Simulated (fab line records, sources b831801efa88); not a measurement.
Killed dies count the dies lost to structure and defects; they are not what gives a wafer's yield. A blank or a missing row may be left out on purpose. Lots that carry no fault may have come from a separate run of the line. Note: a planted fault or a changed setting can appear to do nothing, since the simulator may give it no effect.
The tool behind it: which one? | flow sky130 | 36 wafers from 12 lots sampled at 5 of the route's 708 steps

== WHAT THE GAUGES SHOWED, per wafer ==
SKY_SONOS_ONO_THK_MEAS_05. Usual: SONOS_ONO_CVD_04_THK typically reads 5.69 nm, with standard deviation 0.12.
lot  | measured     | on            | SONOS_ONO_CVD_04_THK (nm) | flag
L335 | day 11 15:20 | film_metro-01 | 5.89 5.83 5.98            |
L337 | day 12 04:16 | film_metro-02 | 5.71 5.63 5.68            |
L338 | day 12 13:18 | film_metro-04 | 5.78 5.79 5.74            |
L339 | day 13 01:37 | film_metro-01 | 5.64 5.61 5.63            |
L341 | day 14 04:28 | film_metro-01 | 5.55 5.65 5.54            |
L343 | day 14 10:44 | film_metro-04 | 5.52 5.58 5.55            |
L344 | day 14 17:40 | film_metro-04 | 5.63 5.80 5.62            |
L346 | day 15 19:30 | film_metro-02 | 5.71 5.51 5.47            |
L347 | day 16 10:33 | film_metro-01 | 5.54 5.59 5.63            |
L350 | day 17 03:23 | film_metro-04 | 5.72 5.65 5.72            |
L351 | day 17 07:38 | film_metro-01 | 5.76 5.76 5.84            |
L357 | day 18 20:10 | film_metro-01 | 5.56 5.58 5.60            |

SKY_LDD_HVN_OVL_MEAS_07. Usual: LDD_HVN_OVL typically reads 0.3 nm, with standard deviation 1.
lot  | measured     | on         | LDD_HVN_OVL (nm) | flag
L335 | day 20 10:58 | overlay-01 | 0.4 -0.3 0.9     |
L337 | day 21 08:58 | overlay-01 | -0.4 -0.9 -0.2   |
L338 | day 21 09:00 | overlay-02 | 1.0 0.0 0.9      |
L339 | day 22 04:55 | overlay-02 | -0.8 -0.9 -0.6   |
L341 | day 23 08:37 | overlay-01 | -0.6 -0.5 -0.3   |
L343 | day 23 17:01 | overlay-02 | -0.6 0.3 0.6     |
L344 | day 24 00:07 | overlay-02 | -1.8 -0.5 -0.1   |
L346 | day 24 22:40 | overlay-01 | 0.6 2.2 1.2      |
L347 | day 25 17:52 | overlay-01 | 0.9 1.5 0.0      |
L350 | day 26 13:33 | overlay-02 | -2.0 -1.0 0.1    |
L351 | day 26 12:52 | overlay-01 | -1.1 0.2 -0.4    |
L357 | day 28 00:14 | overlay-02 | -0.1 -0.7 0.1    |

SKY_LDD_HVN_TW_MEAS_10. Usual: LDD_HVN_TW typically reads 1452, with standard deviation 14.
lot  | measured     | on            | LDD_HVN_TW     | flag
L335 | day 20 11:14 | film_metro-03 | 1437 1425 1428 |
L337 | day 21 09:14 | film_metro-03 | 1448 1445 1443 |
L338 | day 21 09:17 | film_metro-02 | 1452 1450 1455 |
L339 | day 22 05:13 | film_metro-03 | 1441 1437 1439 |
L341 | day 23 08:55 | film_metro-03 | 1437 1443 1437 |
L343 | day 23 17:19 | film_metro-02 | 1450 1457 1446 |
L344 | day 24 00:23 | film_metro-01 | 1471 1478 1480 |
L346 | day 24 22:58 | film_metro-01 | 1475 1475 1473 |
L347 | day 25 18:09 | film_metro-02 | 1449 1451 1449 |
L350 | day 26 13:50 | film_metro-02 | 3147 3140 3132 | OFF
L351 | day 26 13:09 | film_metro-01 | 3163 3157 3178 | OFF
L357 | day 28 00:32 | film_metro-03 | 1435 1441 1435 |

== WHAT TOOL EACH LOT RAN ON (gives the tool, then ch and the chambers of the sampled wafers, and finally the start) ==
lot  | SKY_POLY_GATE_ETCH_15              | SKY_LDD_HVN_IMPLANT_08
L335 | rie_diel-04 ch 2,3, day 16 13:52   | implanter-04 ch 0, day 20 10:59
L337 | rie_diel-02 ch 0,2,3, day 17 09:43 | implanter-01 ch 0, day 21 08:59
L338 | rie_diel-01 ch 0,1,3, day 17 10:04 | implanter-02 ch 0, day 21 09:02
L339 | rie_diel-01 ch 0,1,3, day 18 05:46 | implanter-04 ch 0, day 22 04:58
L341 | rie_diel-01 ch 1,3, day 19 06:10   | implanter-02 ch 0, day 23 08:41
L343 | rie_diel-04 ch 0,1,2, day 19 12:10 | implanter-04 ch 0, day 23 17:04
L344 | rie_diel-01 ch 1,3, day 19 20:37   | implanter-01 ch 0, day 24 00:08
L346 | rie_diel-04 ch 0,3, day 21 00:31   | implanter-04 ch 0, day 24 22:43
L347 | rie_diel-02 ch 0,3, day 21 21:22   | implanter-01 ch 0, day 25 17:55
L350 | rie_diel-02 ch 1,2, day 22 17:40   | implanter-04 ch 0, day 26 13:35
L351 | rie_diel-04 ch 1,2,3, day 22 16:31 | implanter-04 ch 0, day 26 12:55
L357 | rie_diel-04 ch 1,2, day 24 06:19   | implanter-02 ch 0, day 28 00:19
- SKY_POLY_GATE_ETCH_15: etches BARC in N2/H2, stops on SiO2, time 118.5 s, target depth 110 nm.
- SKY_LDD_HVN_IMPLANT_08

== WHAT THE TOOLS THEMSELVES READ (means of the sampled wafers that have a number; where no wafer has one, the mark that the record gives instead) ==
SKY_POLY_GATE_ETCH_15. Usual: drypump_motor_current_A 6.00 A, standard deviation 0.25; oes_product_au 0.717 a.u., standard deviation 0.0043; throttle_valve_pct 13.213 %, standard deviation 0.0097.
lot  | tool        | drypump_motor_current_A (A) | oes_product_au (a.u.) | throttle_valve_pct (%) | flag
L335 | rie_diel-04 | 6.22                        | 0.717                 | 13.210                 |
L337 | rie_diel-02 | 6.02                        | 0.716                 | 13.206                 |
L338 | rie_diel-01 | 6.11                        | 0.714                 | 13.211                 |
L339 | rie_diel-01 | 6.13                        | 0.717                 | 13.213                 |
L341 | rie_diel-01 | 6.20                        | 0.723                 | 13.203                 |
L343 | rie_diel-04 | 5.93                        | 0.718                 | 13.219                 |
L344 | rie_diel-01 | 6.06                        | 0.713                 | 13.205                 |
L346 | rie_diel-04 | 5.99                        | 0.717                 | 13.208                 |
L347 | rie_diel-02 | 6.00                        | 0.717                 | 13.216                 |
L350 | rie_diel-02 | 5.99                        | 0.716                 | 13.209                 |
L351 | rie_diel-04 | 6.17                        | 0.714                 | 13.212                 |
L357 | rie_diel-04 | 6.12                        | 0.717                 | 13.196                 |

SKY_LDD_HVN_IMPLANT_08. Usual: beam_energy_keV 59.999, standard deviation 0.017; beam_on_s 10.01 s, standard deviation 0.19; dose_ions_cm2 3.001e+13, standard deviation 3.3e+10; end_station_pressure_torr 5.15e-06 Torr, standard deviation 2.7e-07; faraday_current_uA 169, standard deviation 3.2.
lot  | tool         | beam_energy_keV | beam_on_s (s) | dose_ions_cm2 | end_station_pressure_torr (Torr) | faraday_current_uA | flag
L335 | implanter-04 | 60.002          | 9.99          | 3.001e+13     | 5.13e-06                         | 169                |
L337 | implanter-01 | 59.986          | 10.07         | 2.998e+13     | 5.36e-06                         | 168                |
L338 | implanter-02 | 60.001          | 10.01         | 3.003e+13     | 5.17e-06                         | 169                |
L339 | implanter-04 | 60.006          | 9.99          | 3.002e+13     | 5.09e-06                         | 170                |
L341 | implanter-02 | 59.995          | 9.91          | 2.997e+13     | 5.22e-06                         | 171                |
L343 | implanter-04 | 59.988          | 10.08         | 2.999e+13     | 5.16e-06                         | 168                |
L344 | implanter-01 | 59.998          | 10.11         | 2.998e+13     | 5.06e-06                         | 167                |
L346 | implanter-04 | 59.981          | 9.96          | 2.999e+13     | 5.01e-06                         | 169                |
L347 | implanter-01 | 59.995          | 10.02         | 3.000e+13     | 5.03e-06                         | 169                |
L350 | implanter-04 | 59.988          | 13.53         | 3.743e+14     | 5.90e-06                         | 1557               | OFF
L351 | implanter-04 | 60.000          | 13.57         | 3.744e+14     | 6.37e-06                         | 1554               | OFF
L357 | implanter-02 | 59.991          | 9.99          | 3.003e+13     | 5.01e-06                         | 169                |

== THE ANSWER, worked out from the rows above alone ==
Rule: a lot counts as off when the mean over its wafers that have a number is more than 3 standard deviations away from the usual mean. A lot without any number at a reading at which 4 lots or more have one is off too. Any other lot the step has rows for is counted as sound. The gauges are gone through in route order, then the tools' own readings, and for those a lot's mean is taken as printed above. At the first step where some lot is off, the reading lying furthest off is the one used; lots without a number count as furthest.
Off: L350, L351, at SKY_LDD_HVN_TW_MEAS_10 (LDD_HVN_TW).
A tool fits if, at a process step before that reading, it ran every lot that is off, and no sound lot after the first of them. Not tried: the gauges at SKY_LDD_HVN_TW_MEAS_10; whatever is off there is also off at SKY_LDD_HVN_IMPLANT_08, on other tools, and gauge error can't account for it. One fits: SKY_LDD_HVN_IMPLANT_08 on implanter-04. A fault onset in the window from L346 (day 24 22:43, its last sound lot) to L351 (day 26 12:55, its first lot off) fits.
The tool's own readings at SKY_LDD_HVN_IMPLANT_08 bear it out: on the lots that are off they differ by more than 5 times the standard deviation of the sound lots' means. beam_on_s reads 13.55 s there against 10.01 s on the sound lots; dose_ions_cm2 reads 3.744e+14 there against 3.000e+13 on the sound lots; end_station_pressure_torr reads 6.13e-06 Torr there against 5.12e-06 Torr on the sound lots; faraday_current_uA reads 1556 there against 169 on the sound lots.

== WHAT HAD BEEN PUT IN BY THE SIMULATOR ==
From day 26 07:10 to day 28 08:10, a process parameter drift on implanter-04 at SKY_LDD_HVN_IMPLANT_08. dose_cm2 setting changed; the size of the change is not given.
Struck lots among those shown: L350, L351. The same result came from the rule above.
